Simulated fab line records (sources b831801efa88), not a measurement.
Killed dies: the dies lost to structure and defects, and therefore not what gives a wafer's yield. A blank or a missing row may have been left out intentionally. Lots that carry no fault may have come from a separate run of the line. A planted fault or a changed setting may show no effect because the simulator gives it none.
fab line records    flow sky130
record: lots: 12  wafers: 36  last-day: 50
route steps=708 shown CAP2M@617 METAL4@635 METAL5@664 PASSIVATION@682 PAD_OPEN@708
lots that met no fault: from a run of the same line without faults
start-h: the number of hours between the record's first day and the start of the first shown wafer of the lot    wait-h: hours elapsed since this lot's preceding step    " identical to the entry in the row above    L1.1+2: several wafers, shown together as one row    - either no value or no given start    * or withheld: withheld    < > ~ a bound
route shown NAME@n: a module of which the file shows steps, and the number in the route of the first    usual: average and standard deviation across the fault-free wafers    same: alike in all rows    chamber/n: place in a boat    sites: readings site by site    _std_site: the values' standard deviation    _edge_site: outer sites' mean less inner sites'    radius-mm: for every site, how far away it sits from the centre of the wafer    mask NAME#n: copy n    behind: the tool/chamber that last shaped the wafer    hold: why the lot was held/for how many hours/how that ended    device: whichever transistor did not switch (one of n, p or np)    end of line: at the end of the route, the tests of the same wafers    a step without rows: its recipe alone    killed: dies lost to structure and defects at the first sort, not the wafer's yield    map: a wafer's dies, x killed, . not, _ none there
set.NAME: the setting as run; set.NAME@STEP: as run at that earlier step    model.NAME: the simulator's own value behind a step, which no gauge read
the route's steps for a sample of lots (tables are steps, rows are wafers)
services: when a tool's chamber went out of use (start-h, in hours from the record's first day, below 0 if earlier), for how many hours, and the reason
== steps ==
step: SKY_CAP2M_STRIP_14
recipe: chemistry: O2/N2  power-w: 1400  pressure-mtorr: 1500  platen-temp-c: withheld  o2-flow-sccm: 3000  n2-flow-sccm: 300  overash-fraction: 0.5
usual: drypump-motor-current-A: 5.6/0.58  oes-product-au: 0.710/0.0048  strip-time-to-endpoint-s: 12.65/0.038
lot.wafer  tool             chamber  start-h  wait-h  drypump-motor-current-A  oes-product-au  rf-hours-counter-h  strip-time-to-endpoint-s
L441.1     plasma-asher-03  1        961.56   0.1     5.9                      0.708           118                 12.64
L441.3     "                1        "        "       5.8                      0.711           -                   12.60
L441.6     "                1        "        "       5.8                      0.710           -                   12.67
L442.4     plasma-asher-04  0        977.73   0.1     5.1                      0.712           -                   12.69
L442.5     "                1        "        "       5.1                      0.717           -                   12.64
L442.6     "                0        "        "       5.1                      0.710           -                   12.66
L443.1     plasma-asher-04  1        981.94   0.1     5.1                      0.711           71                  12.69
L443.4     "                1        "        "       5.1                      0.712           -                   12.66
L443.5     "                0        "        "       5.2                      0.718           -                   12.67
L444.3     plasma-asher-04  1        986.30   0.1     5.1                      0.706           -                   12.65
L444.4     "                0        "        "       5.1                      0.716           -                   12.67
L444.6     "                0        "        "       5.1                      0.716           -                   12.66
L445.1     plasma-asher-02  0        991.59   0.1     6.4                      0.707           61                  12.66
L445.5     "                0        "        "       6.4                      0.712           -                   12.68
L445.6     "                1        "        "       6.3                      0.699           -                   12.67
L449.2     plasma-asher-04  0        1017.35  0.1     5.1                      0.714           74                  12.60
L449.4     "                0        "        "       5.1                      0.710           -                   12.61
L449.6     "                1        "        "       5.1                      0.709           -                   12.56
L450.2     plasma-asher-02  1        1034.75  0.1     6.3                      0.710           66                  12.66
L450.3     "                0        "        "       6.4                      0.713           -                   12.67
L450.4     "                1        "        "       6.3                      0.714           -                   12.63
L452.1     plasma-asher-04  1        1042.11  0.1     5.1                      0.710           77                  12.59
L452.2     "                0        "        "       5.1                      0.710           77                  12.59
L452.4     "                0        "        "       5.1                      0.707           -                   12.59
L456.1     plasma-asher-02  0        1072.90  0.1     6.4                      0.716           70                  12.71
L456.3     "                0        "        "       6.4                      0.711           -                   12.69
L456.5     "                0        "        "       6.4                      0.710           -                   12.71
L457.4     plasma-asher-02  1        1088.50  0.1     6.3                      0.712           -                   12.69
L457.5     "                1        "        "       6.3                      0.710           -                   12.71
L457.6     "                0        "        "       6.4                      0.705           -                   12.68
L459.1     plasma-asher-02  0        1089.50  0.1     6.4                      0.701           71                  12.65
L459.3     "                1        "        "       6.3                      0.703           -                   12.64
L459.5     "                0        "        "       6.4                      0.719           -                   12.67
L460.3     plasma-asher-02  1        1090.25  0.1     6.3                      0.701           -                   12.58
L460.4     "                0        "        "       6.4                      0.708           -                   12.62
L460.6     "                1        "        "       6.3                      0.711           -                   12.60
step: SKY_METAL4_STRIP_19
recipe: chemistry: O2/N2  power-w: 1400  pressure-mtorr: 1500  platen-temp-c: withheld  o2-flow-sccm: 3000  n2-flow-sccm: 300  overash-fraction: 0.5
usual: drypump-motor-current-A: 5.8/0.52  oes-product-au: 0.503/0.0051  strip-time-to-endpoint-s: 6.56/0.072
lot.wafer  tool             chamber  start-h  wait-h  drypump-motor-current-A  oes-product-au  rf-hours-counter-h  strip-time-to-endpoint-s
L441.1     plasma-asher-01  1        986.32   0.1     5.4                      0.510           27                  6.63
L441.3     "                1        "        "       5.4                      0.504           -                   6.71
L441.6     "                0        "        "       6.1                      0.513           -                   6.68
L442.4     plasma-asher-01  1        1001.32  0.2     5.4                      0.503           -                   6.53
L442.5     "                1        "        "       5.4                      0.499           -                   6.49
L442.6     "                0        "        "       6.1                      0.507           -                   6.58
L443.1     plasma-asher-02  0        1006.19  0.1     6.4                      0.505           63                  6.58
L443.4     "                0        "        "       6.4                      0.495           -                   6.60
L443.5     "                1        "        "       6.3                      0.498           -                   6.54
L444.3     plasma-asher-01  0        1011.28  0.1     6.1                      0.502           -                   6.53
L444.4     "                1        "        "       5.4                      0.504           -                   6.53
L444.6     "                1        "        "       5.4                      0.502           -                   6.54
L445.1     plasma-asher-01  0        1014.97  0.1     6.1                      0.505           29                  6.62
L445.5     "                0        "        "       6.1                      0.502           -                   6.67
L445.6     "                1        "        "       5.4                      0.505           -                   6.64
L449.2     plasma-asher-01  0        1040.76  0.1     6.1                      0.498           32                  6.57
L449.4     "                1        "        "       5.4                      0.500           -                   6.58
L449.6     "                1        "        "       5.4                      0.510           -                   6.60
L450.2     plasma-asher-02  0        1058.00  0.2     6.4                      0.509           68                  6.51
L450.3     "                0        "        "       6.4                      0.499           -                   6.50
L450.4     "                1        "        "       6.3                      0.500           -                   6.58
L452.1     plasma-asher-04  0        1064.76  0.1     5.1                      0.497           79                  6.51
L452.2     "                1        "        "       5.1                      0.503           79                  6.49
L452.4     "                1        "        "       5.1                      0.498           -                   6.51
L456.1     plasma-asher-04  1        1094.05  0.1     5.1                      0.504           82                  6.44
L456.3     "                1        "        "       5.1                      0.500           -                   6.47
L456.5     "                1        "        "       5.1                      0.500           -                   6.47
L457.4     plasma-asher-01  0        1110.33  0.1     6.1                      0.500           -                   6.46
L457.5     "                1        "        "       5.4                      0.502           -                   6.50
L457.6     "                0        "        "       6.1                      0.507           -                   6.50
L459.1     plasma-asher-04  0        1111.35  0.1     5.1                      0.509           84                  6.65
L459.3     "                1        "        "       5.1                      0.492           -                   6.59
L459.5     "                0        "        "       5.1                      0.507           -                   6.62
L460.3     plasma-asher-02  1        1111.73  0.1     6.3                      0.507           -                   6.67
L460.4     "                0        "        "       6.4                      0.512           -                   6.62
L460.6     "                0        "        "       6.4                      0.505           -                   6.70
step: SKY_METAL5_SPUTTER_03
recipe: material: Ti  target-thk-nm: 5  power-w: 3000  time-s: 3.3  chamber-pressure-pa: 0.4
usual: throttle-valve-pct: 30.5/1
lot.wafer  tool            chamber  start-h  wait-h  throttle-valve-pct
L441.1     pvd-sputter-04  -        1012.25  0.0     32.5
L441.3     "               -        "        "       31.2
L441.6     "               -        "        "       31.5
L442.4     pvd-sputter-01  -        1027.04  0.0     30.7
L442.5     "               -        "        "       29.3
L442.6     "               -        "        "       29.9
L443.1     pvd-sputter-03  -        1031.35  0.0     30.5
L443.4     "               -        "        "       30.7
L443.5     "               -        "        "       31.6
L444.3     pvd-sputter-03  -        1036.05  0.0     29.2
L444.4     "               -        "        "       31.4
L444.6     "               -        "        "       29.2
L445.1     pvd-sputter-01  -        1038.91  0.0     29.5
L445.5     "               -        "        "       30.7
L445.6     "               -        "        "       29.4
L449.2     pvd-sputter-01  -        1066.09  0.0     29.7
L449.4     "               -        "        "       30.9
L449.6     "               -        "        "       28.7
L450.2     pvd-sputter-03  -        1081.53  0.0     30.4
L450.3     "               -        "        "       29.4
L450.4     "               -        "        "       30.3
L452.1     pvd-sputter-01  -        1089.03  0.0     29.5
L452.2     "               -        "        "       28.9
L452.4     "               -        "        "       30.6
L456.1     pvd-sputter-03  -        1116.46  0.0     29.2
L456.3     "               -        "        "       30.6
L456.5     "               -        "        "       31.5
L457.4     pvd-sputter-01  -        1131.72  0.0     29.6
L457.5     "               -        "        "       29.0
L457.6     "               -        "        "       29.6
L459.1     pvd-sputter-04  -        1132.91  0.0     31.8
L459.3     "               -        "        "       32.5
L459.5     "               -        "        "       31.4
L460.3     pvd-sputter-04  -        1133.62  0.0     32.4
L460.4     "               -        "        "       31.3
L460.6     "               -        "        "       31.4
step: SKY_PASSIVATION_THK_MEAS_01
recipe: reads: SiO2_of_PASSIVATION_CVD_00
usual: PASSIVATION_CVD_00_THK: 89.6/1.1
lot.wafer  tool           chamber  start-h  wait-h  PASSIVATION_CVD_00_THK[nm]
L441.1     film-metro-02  -        1035.36  -       88.2
L441.3     "              -        "        "       88.4
L441.6     "              -        "        "       90.2
L442.4     film-metro-01  -        1049.69  -       90.5
L442.5     "              -        "        "       90.8
L442.6     "              -        "        "       91.1
L443.1     film-metro-02  -        1053.56  -       88.6
L443.4     "              -        "        "       90.6
L443.5     "              -        "        "       89.9
L444.3     film-metro-04  -        1059.28  -       89.7
L444.4     "              -        "        "       91.3
L444.6     "              -        "        "       90.9
L445.1     film-metro-01  -        1061.64  -       89.6
L445.5     "              -        "        "       90.7
L445.6     "              -        "        "       90.8
L449.2     film-metro-04  -        1087.17  -       88.2
L449.4     "              -        "        "       90.0
L449.6     "              -        "        "       90.2
L450.2     film-metro-02  -        1103.27  -       88.9
L450.3     "              -        "        "       87.5
L450.4     "              -        "        "       88.7
L452.1     film-metro-01  -        1110.05  -       90.1
L452.2     "              -        "        "       89.6
L452.4     "              -        "        "       91.3
L456.1     film-metro-04  -        1136.43  -       90.1
L456.3     "              -        "        "       88.0
L456.5     "              -        "        "       89.7
L457.4     film-metro-02  -        1151.32  -       90.4
L457.5     "              -        "        "       89.7
L457.6     "              -        "        "       90.1
L459.1     film-metro-01  -        1153.03  -       88.0
L459.3     "              -        "        "       87.3
L459.5     "              -        "        "       90.1
L460.3     film-metro-04  -        1153.27  -       89.1
L460.4     "              -        "        "       91.1
L460.6     "              -        "        "       90.8
step: SKY_PAD_OPEN_PROBE_99
usual: defect-limited-yield: 82.4/2.1  killed_at_M0_to_M3: 43/7.4  killed_at_M4_up: 3.1/1.9  killed-at-contacts: 25/5.4  killed-at-front-end: 15/4.3  killed-at-other: 0.3/0.54  killed-dies: 86/10  killed-open: 46/7.4  killed-short: 40/7  sort_bin_3_pad_short: 0.9/0.39  sort_bin_5_function: 10.3/1.6  sort_bin_6_memory: 6.4/1.1  sort-n-pass: 406/10  sort-yield-pct: 82.4/2.1
same: gross-dies: 492  killed-at-back-side: 0  sort_bin_4_leakage[%]: 0  sort_bin_8_speed[%]: 0
lot.wafer  tool       chamber  start-h  wait-h  defect-limited-yield[%]  killed_at_M0_to_M3  killed_at_M4_up  killed-at-contacts  killed-at-front-end  killed-at-other  killed-dies  killed-open  killed-short  sort_bin_3_pad_short[%]  sort_bin_5_function[%]  sort_bin_6_memory[%]  sort-n-pass  sort-yield-pct[%]
L441.1     prober-02  -        1080.63  0.1     82.7                     48                  2                23                  12                   0                85           43           42            0.4                      11.0                    5.9                   407          82.7
L441.3     prober-02  -        1080.73  0.2     81.1                     49                  5                20                  19                   0                93           54           38            1.2                      11.4                    6.3                   399          81.1
L441.6     prober-02  -        1080.88  0.2     80.1                     48                  6                27                  17                   0                98           57           40            0.8                      11.6                    7.5                   394          80.1
L442.4     prober-01  -        1094.62  0.2     77.8                     63                  3                26                  17                   0                109          62           47            0.6                      11.6                    10.0                  383          77.8
L442.5     prober-01  -        1094.67  0.2     82.5                     38                  1                26                  21                   0                86           44           42            0.4                      8.7                     8.3                   406          82.5
L442.6     prober-01  -        1094.72  0.2     84.1                     39                  7                24                  8                    0                78           44           34            0.8                      8.9                     6.1                   414          84.1
L443.1     prober-02  -        1097.80  0.1     81.9                     44                  4                29                  12                   0                89           43           46            0.6                      11.6                    5.9                   403          81.9
L443.4     prober-02  -        1097.95  0.2     79.7                     52                  0                36                  12                   0                100          60           40            0.8                      12.4                    7.1                   392          79.7
L443.5     prober-02  -        1098.00  0.2     83.1                     48                  5                19                  11                   0                83           39           44            1.4                      8.7                     6.7                   409          83.1
L444.3     prober-01  -        1104.36  0.2     81.5                     42                  3                22                  23                   1                91           41           48            1.2                      10.4                    6.9                   401          81.5
L444.4     prober-01  -        1104.41  0.2     81.1                     45                  3                27                  18                   0                93           49           43            1.2                      9.8                     7.9                   399          81.1
L444.6     prober-01  -        1104.51  0.2     81.9                     43                  4                23                  19                   0                89           47           42            0.4                      9.6                     8.1                   403          81.9
L445.1     prober-02  -        1105.35  0.1     82.5                     45                  2                19                  20                   0                86           36           50            0.8                      9.1                     7.5                   406          82.5
L445.5     prober-02  -        1105.55  0.2     79.3                     53                  3                31                  15                   0                102          57           45            0.8                      12.4                    7.5                   390          79.3
L445.6     prober-02  -        1105.60  0.2     84.6                     37                  4                22                  13                   0                76           38           38            1.0                      7.7                     6.7                   416          84.6
L449.2     prober-02  -        1130.63  0.1     82.3                     38                  3                34                  11                   1                87           48           39            0.2                      9.3                     8.1                   405          82.3
L449.4     prober-02  -        1130.73  0.2     87.0                     28                  4                23                  8                    1                64           30           34            0.4                      7.1                     5.5                   428          87.0
L449.6     prober-02  -        1130.83  0.2     87.8                     30                  4                17                  8                    1                60           38           22            1.0                      7.3                     3.9                   432          87.8
L450.2     prober-01  -        1144.24  0.1     81.9                     52                  1                27                  8                    1                89           55           34            0.4                      10.8                    6.9                   403          81.9
L450.3     prober-01  -        1144.29  0.2     86.8                     33                  1                25                  6                    0                65           33           32            0.6                      7.5                     5.1                   427          86.8
L450.4     prober-01  -        1144.34  0.2     83.1                     42                  8                23                  10                   0                83           38           44            0.6                      9.8                     6.5                   409          83.1
L452.1     prober-01  -        1150.98  0.1     83.5                     40                  3                26                  11                   1                81           46           34            1.0                      7.9                     7.5                   411          83.5
L452.2     prober-01  -        1151.03  0.1     83.7                     50                  3                14                  12                   1                80           43           35            0.6                      9.6                     6.1                   412          83.7
L452.4     prober-01  -        1151.13  0.2     80.1                     48                  4                28                  18                   0                98           45           50            1.6                      11.4                    6.9                   394          80.1
L456.1     prober-01  -        1175.56  0.1     84.8                     38                  4                21                  12                   0                75           42           33            0.4                      10.6                    4.3                   417          84.8
L456.3     prober-01  -        1175.66  0.2     83.5                     39                  1                26                  15                   0                81           42           38            0.8                      12.0                    3.7                   411          83.5
L456.5     prober-01  -        1175.76  0.2     86.2                     29                  1                18                  20                   0                68           35           31            0.6                      8.9                     4.3                   424          86.2
L457.4     prober-02  -        1187.67  0.2     80.7                     40                  2                29                  24                   0                95           58           37            0.8                      11.0                    7.5                   397          80.7
L457.5     prober-02  -        1187.72  0.2     83.1                     43                  1                22                  17                   0                83           44           39            0.8                      10.2                    5.9                   409          83.1
L457.6     prober-02  -        1187.77  0.2     76.2                     44                  0                22                  14                   37               117          47           33            2.6                      14.8                    6.3                   375          76.2
L459.1     prober-02  -        1189.70  0.1     79.5                     29                  2                21                  13                   36               101          25           39            2.0                      11.8                    6.7                   391          79.5
L459.3     prober-02  -        1189.80  0.2     83.3                     42                  5                18                  17                   0                82           47           34            1.0                      10.0                    5.7                   410          83.3
L459.5     prober-02  -        1189.90  0.2     76.6                     39                  4                23                  12                   37               115          46           32            2.0                      15.9                    5.5                   377          76.6
L460.3     prober-01  -        1191.22  0.2     80.9                     45                  2                29                  17                   1                94           48           44            0.8                      12.0                    6.3                   398          80.9
L460.4     prober-01  -        1191.27  0.2     77.8                     36                  1                25                  8                    39               109          38           33            1.8                      14.8                    5.5                   383          77.8
L460.6     prober-01  -        1191.37  0.2     83.1                     47                  5                20                  11                   0                83           39           43            1.0                      10.6                    5.3                   409          83.1
killed by level:class
L441.1 VIA1:geometric-particle:short=9 VIA1:geometric-particle:open=8 VIA3:geometric-particle:open=8 CONTACT:geometric-particle:open=7 LI_CONTACT:geometric-particle:open=6 METAL2:geometric-particle:short=5 LOCAL_INTERCONNECT:geometric-particle:short=4 VIA2:geometric-particle:open=4
L441.3 VIA1:geometric-particle:open=11 CONTACT:geometric-particle:open=10 VIA3:geometric-particle:open=9 VIA2:geometric-particle:open=8 VIA3:geometric-particle:short=7 LI_CONTACT:geometric-particle:open=6 VIA1:geometric-particle:short=6 FIELD_ISO:geometric-particle:short=5
L441.6 VIA1:geometric-particle:open=12 CONTACT:geometric-particle:open=10 LI_CONTACT:geometric-particle:open=9 FIELD_ISO:geometric-particle:open=7 VIA2:geometric-particle:open=7 METAL1:geometric-particle:short=7 FIELD_ISO:geometric-particle:short=4 LOCAL_INTERCONNECT:geometric-particle:short=4
L442.4 VIA1:geometric-particle:open=18 METAL2:geometric-particle:short=12 VIA2:geometric-particle:open=10 LI_CONTACT:geometric-particle:open=7 CONTACT:geometric-particle:short=7 VIA3:geometric-particle:open=7 CONTACT:geometric-particle:open=6 FIELD_ISO:geometric-particle:open=5
L442.5 CONTACT:geometric-particle:open=10 LOCAL_INTERCONNECT:geometric-particle:short=7 LI_CONTACT:geometric-particle:open=6 VIA1:geometric-particle:short=6 VIA2:geometric-particle:open=6 VIA1:geometric-particle:open=5 METAL2:geometric-particle:short=5 VIA3:geometric-particle:open=5
L442.6 LI_CONTACT:geometric-particle:open=10 VIA3:geometric-particle:open=10 METAL2:geometric-particle:short=8 CONTACT:geometric-particle:open=7 METAL1:geometric-particle:short=5 VIA1:geometric-particle:open=4 LI_CONTACT:geometric-particle:short=4 METAL4:geometric-particle:short=4
L443.1 VIA1:geometric-particle:open=16 VIA1:geometric-particle:short=8 LI_CONTACT:geometric-particle:open=7 CONTACT:geometric-particle:short=7 LOCAL_INTERCONNECT:geometric-particle:short=6 METAL1:geometric-particle:short=6 CONTACT:geometric-particle:open=5 FIELD_ISO:geometric-particle:open=4
L443.4 CONTACT:geometric-particle:open=17 VIA1:geometric-particle:open=14 CONTACT:geometric-particle:short=9 VIA2:geometric-particle:open=7 VIA3:geometric-particle:open=7 LI_CONTACT:geometric-particle:open=6 VIA1:geometric-particle:short=6 POLY_GATE:geometric-particle:short=5
L443.5 VIA1:geometric-particle:open=14 CONTACT:geometric-particle:open=8 METAL2:geometric-particle:short=8 METAL1:geometric-particle:short=6 VIA3:geometric-particle:short=5 FIELD_ISO:geometric-particle:open=4 LI_CONTACT:geometric-particle:short=3 LOCAL_INTERCONNECT:geometric-particle:short=3
L444.3 LI_CONTACT:geometric-particle:open=7 METAL2:geometric-particle:short=7 FIELD_ISO:geometric-particle:short=6 VIA1:geometric-particle:short=6 FIELD_ISO:geometric-particle:open=5 CONTACT:geometric-particle:short=5 CONTACT:geometric-particle:open=5 VIA2:geometric-particle:open=5
L444.4 CONTACT:geometric-particle:open=11 VIA2:geometric-particle:open=7 VIA1:geometric-particle:open=7 METAL2:geometric-particle:short=7 FIELD_ISO:geometric-particle:open=6 FIELD_ISO:geometric-particle:short=5 LI_CONTACT:geometric-particle:open=5 CONTACT:geometric-particle:short=4
L444.6 VIA1:geometric-particle:open=11 VIA3:geometric-particle:open=9 LOCAL_INTERCONNECT:geometric-particle:short=7 METAL1:geometric-particle:short=6 METAL2:geometric-particle:short=6 CONTACT:geometric-particle:open=6 CONTACT:geometric-particle:short=5 SPACER:geometric-particle:open=4
L445.1 VIA1:geometric-particle:open=10 FIELD_ISO:geometric-particle:short=7 VIA1:geometric-particle:short=7 LI_CONTACT:geometric-particle:open=6 METAL3:geometric-particle:short=6 METAL2:geometric-particle:short=5 CONTACT:geometric-particle:short=4 METAL1:geometric-particle:short=4
L445.5 CONTACT:geometric-particle:open=9 METAL1:geometric-particle:short=9 VIA3:geometric-particle:open=9 LI_CONTACT:geometric-particle:open=8 VIA2:geometric-particle:open=8 VIA1:geometric-particle:open=7 LOCAL_INTERCONNECT:geometric-particle:short=6 FIELD_ISO:geometric-particle:open=5
L445.6 VIA1:geometric-particle:open=9 LOCAL_INTERCONNECT:geometric-particle:short=6 VIA2:geometric-particle:open=6 FIELD_ISO:geometric-particle:short=5 LI_CONTACT:geometric-particle:short=4 LI_CONTACT:geometric-particle:open=4 CONTACT:geometric-particle:open=4 CONTACT:geometric-particle:short=4
L449.2 CONTACT:geometric-particle:open=11 VIA2:geometric-particle:open=9 LI_CONTACT:geometric-particle:open=8 CONTACT:geometric-particle:short=8 VIA1:geometric-particle:open=7 VIA3:geometric-particle:open=5 METAL1:geometric-particle:short=4 POLY_GATE:geometric-particle:short=3
L449.4 CONTACT:geometric-particle:open=10 METAL2:geometric-particle:short=7 LI_CONTACT:geometric-particle:open=6 POLY_GATE:geometric-particle:short=5 VIA1:geometric-particle:short=4 LOCAL_INTERCONNECT:geometric-particle:short=3 CONTACT:geometric-particle:short=3 METAL1:geometric-particle:short=3
L449.6 VIA1:geometric-particle:open=10 CONTACT:geometric-particle:open=8 LI_CONTACT:geometric-particle:open=6 METAL2:geometric-particle:short=5 FIELD_ISO:geometric-particle:open=3 POLY_GATE:geometric-particle:short=2 VIA2:geometric-particle:short=2 METAL1:geometric-particle:open=2
L450.2 VIA1:geometric-particle:open=11 CONTACT:geometric-particle:open=10 VIA3:geometric-particle:open=10 LI_CONTACT:geometric-particle:open=9 METAL2:geometric-particle:short=8 VIA2:geometric-particle:open=6 CONTACT:geometric-particle:short=5 METAL1:geometric-particle:short=4
L450.3 CONTACT:geometric-particle:open=8 VIA1:geometric-particle:open=7 CONTACT:geometric-particle:short=6 METAL2:geometric-particle:short=6 VIA3:geometric-particle:open=5 LI_CONTACT:geometric-particle:short=4 LI_CONTACT:geometric-particle:open=4 VIA2:geometric-particle:open=4
L450.4 VIA1:geometric-particle:open=11 CONTACT:geometric-particle:open=8 METAL2:geometric-particle:short=8 METAL4:geometric-particle:short=7 LI_CONTACT:geometric-particle:open=6 VIA2:geometric-particle:open=6 VIA1:geometric-particle:short=5 CONTACT:geometric-particle:short=5
L452.1 VIA1:geometric-particle:open=10 CONTACT:geometric-particle:open=8 LI_CONTACT:geometric-particle:open=8 METAL2:geometric-particle:short=6 POLY_GATE:geometric-particle:short=5 VIA1:geometric-particle:short=4 VIA2:geometric-particle:open=4 VIA3:geometric-particle:open=4
L452.2 VIA2:geometric-particle:open=13 VIA2:geometric-particle:short=7 VIA3:geometric-particle:open=7 LI_CONTACT:geometric-particle:open=5 VIA3:geometric-particle:short=5 POLY_GATE:geometric-particle:open=4 CONTACT:geometric-particle:open=4 VIA1:geometric-particle:short=4
L452.4 METAL2:geometric-particle:short=11 VIA1:geometric-particle:open=11 LI_CONTACT:geometric-particle:short=7 VIA2:geometric-particle:open=7 CONTACT:geometric-particle:open=6 VIA3:geometric-particle:open=5 POLY_GATE:geometric-particle:open=4 LI_CONTACT:geometric-particle:open=4
L456.1 CONTACT:geometric-particle:open=10 VIA1:geometric-particle:open=10 METAL2:geometric-particle:short=9 POLY_GATE:geometric-particle:open=5 VIA3:geometric-particle:open=5 VIA1:geometric-particle:short=5 METAL4:geometric-particle:short=4 POLY_GATE:geometric-particle:short=4
L456.3 VIA1:geometric-particle:open=13 CONTACT:geometric-particle:short=7 LI_CONTACT:geometric-particle:open=7 FIELD_ISO:geometric-particle:open=6 METAL1:geometric-particle:short=6 CONTACT:geometric-particle:open=5 METAL2:geometric-particle:short=5 LOCAL_INTERCONNECT:geometric-particle:short=4
L456.5 CONTACT:geometric-particle:open=6 VIA1:geometric-particle:short=5 VIA1:geometric-particle:open=5 VIA2:geometric-particle:open=5 FIELD_ISO:geometric-particle:short=4 POLY_GATE:geometric-particle:short=4 LI_CONTACT:geometric-particle:open=4 POLY_GATE:geometric-particle:open=3
L457.4 POLY_GATE:geometric-particle:open=11 LI_CONTACT:geometric-particle:open=11 CONTACT:geometric-particle:open=10 VIA1:geometric-particle:open=10 METAL2:geometric-particle:short=8 VIA3:geometric-particle:open=8 POLY_GATE:geometric-particle:short=4 FIELD_ISO:geometric-particle:open=3
L457.5 VIA1:geometric-particle:open=13 POLY_GATE:geometric-particle:short=10 LI_CONTACT:geometric-particle:open=9 METAL2:geometric-particle:short=7 VIA3:geometric-particle:open=6 VIA2:geometric-particle:open=5 LI_CONTACT:geometric-particle:short=5 CONTACT:geometric-particle:short=4
L457.6 CAP2M:unspecified=37 VIA1:geometric-particle:open=13 CONTACT:geometric-particle:open=9 VIA2:geometric-particle:open=8 VIA3:geometric-particle:open=6 FIELD_ISO:geometric-particle:short=5 LI_CONTACT:geometric-particle:open=5 METAL2:geometric-particle:short=4
L459.1 CAP2M:unspecified=36 METAL2:geometric-particle:short=6 METAL3:geometric-particle:short=6 LOCAL_INTERCONNECT:geometric-particle:short=5 VIA1:geometric-particle:open=5 CONTACT:geometric-particle:short=4 LI_CONTACT:geometric-particle:short=4 LI_CONTACT:geometric-particle:open=4
L459.3 VIA1:geometric-particle:open=16 CONTACT:geometric-particle:open=7 VIA3:geometric-particle:open=6 FIELD_ISO:geometric-particle:short=5 FIELD_ISO:geometric-particle:open=5 LOCAL_INTERCONNECT:geometric-particle:short=5 METAL2:geometric-particle:short=5 METAL4:geometric-particle:short=5
L459.5 CAP2M:unspecified=37 VIA1:geometric-particle:open=11 LI_CONTACT:geometric-particle:open=7 CONTACT:geometric-particle:open=7 METAL2:geometric-particle:short=6 VIA3:geometric-particle:open=6 VIA2:geometric-particle:open=5 FIELD_ISO:geometric-particle:open=4
L460.3 CONTACT:geometric-particle:open=13 METAL2:geometric-particle:short=11 VIA1:geometric-particle:open=9 FIELD_ISO:geometric-particle:short=7 LI_CONTACT:geometric-particle:open=6 VIA2:geometric-particle:open=6 VIA3:geometric-particle:open=5 CONTACT:geometric-particle:short=4
L460.4 CAP2M:unspecified=38 LI_CONTACT:geometric-particle:open=12 VIA1:geometric-particle:open=9 CONTACT:geometric-particle:open=5 METAL2:geometric-particle:short=5 VIA2:geometric-particle:open=5 METAL3:geometric-particle:short=4 POLY_GATE:geometric-particle:short=4
L460.6 VIA1:geometric-particle:open=14 CONTACT:geometric-particle:short=10 VIA2:geometric-particle:open=10 VIA1:geometric-particle:short=7 FIELD_ISO:geometric-particle:short=4 LOCAL_INTERCONNECT:geometric-particle:short=4 METAL1:geometric-particle:short=4 METAL4:geometric-particle:short=4
== services ==
tool             chamber  start-h  hours  kind
pvd-sputter-04   -        939.78   1.8    repair
pvd-sputter-03   -        942.46   1.6    repair
plasma-asher-04  -        944.23   0.4    repair
plasma-asher-01  -        960.59   14.3   repair
pvd-sputter-03   3        996.31   -      consumable-replace:kit
pvd-sputter-03   3        996.31   18.0   scheduled-down
pvd-sputter-03   3        996.31   18.0   vent-cycle
pvd-sputter-01   1        1013.12  -      consumable-replace:kit
pvd-sputter-01   1        1013.12  18.0   scheduled-down
pvd-sputter-01   1        1013.12  18.0   vent-cycle
plasma-asher-02  -        1027.01  3.2    repair
plasma-asher-01  -        1047.98  6.6    repair
plasma-asher-03  -        1055.25  9.0    pm
plasma-asher-04  -        1070.27  0.7    repair
plasma-asher-04  -        1088.34  2.3    repair
pvd-sputter-04   -        1093.40  7.3    repair
pvd-sputter-03   -        1094.46  7.4    repair
pvd-sputter-04   -        1109.67  2.6    repair
pvd-sputter-01   0        1116.14  -      consumable-replace:kit
pvd-sputter-01   0        1116.14  18.0   scheduled-down
pvd-sputter-01   0        1116.14  18.0   vent-cycle
pvd-sputter-04   -        1122.63  2.8    repair
pvd-sputter-03   -        1123.37  2.0    repair
plasma-asher-04  -        1132.31  2.0    repair
== key ==
first-sign: step: SKY_PAD_OPEN_PROBE_99  reading: killed-at-other  direction: up  sigmas: 37  usual: 0.3  struck: 37.2
effect: step: SKY_PAD_OPEN_PROBE_99  reading: sort_bin_3_pad_short  direction: up  sigmas: 3.2  usual: 0.9  struck: 2.1
met-at SKY_CAP2M_STRIP_14
struck-lots L457,L459,L460
struck-wafers L457.6,L459.1,L459.5,L460.4
not-acting-at SKY_METAL4_STRIP_19,SKY_METAL5_SPUTTER_03,SKY_PASSIVATION_THK_MEAS_01
onset-between 1072.90 1088.50
fault: kind: chamber-particle-source  tool: plasma-asher-02  chamber: 0  onset-h: 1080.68  steps: SKY_CAP2M_STRIP_14  rate-per-visit-cm2: 0.42969  end-h: 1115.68
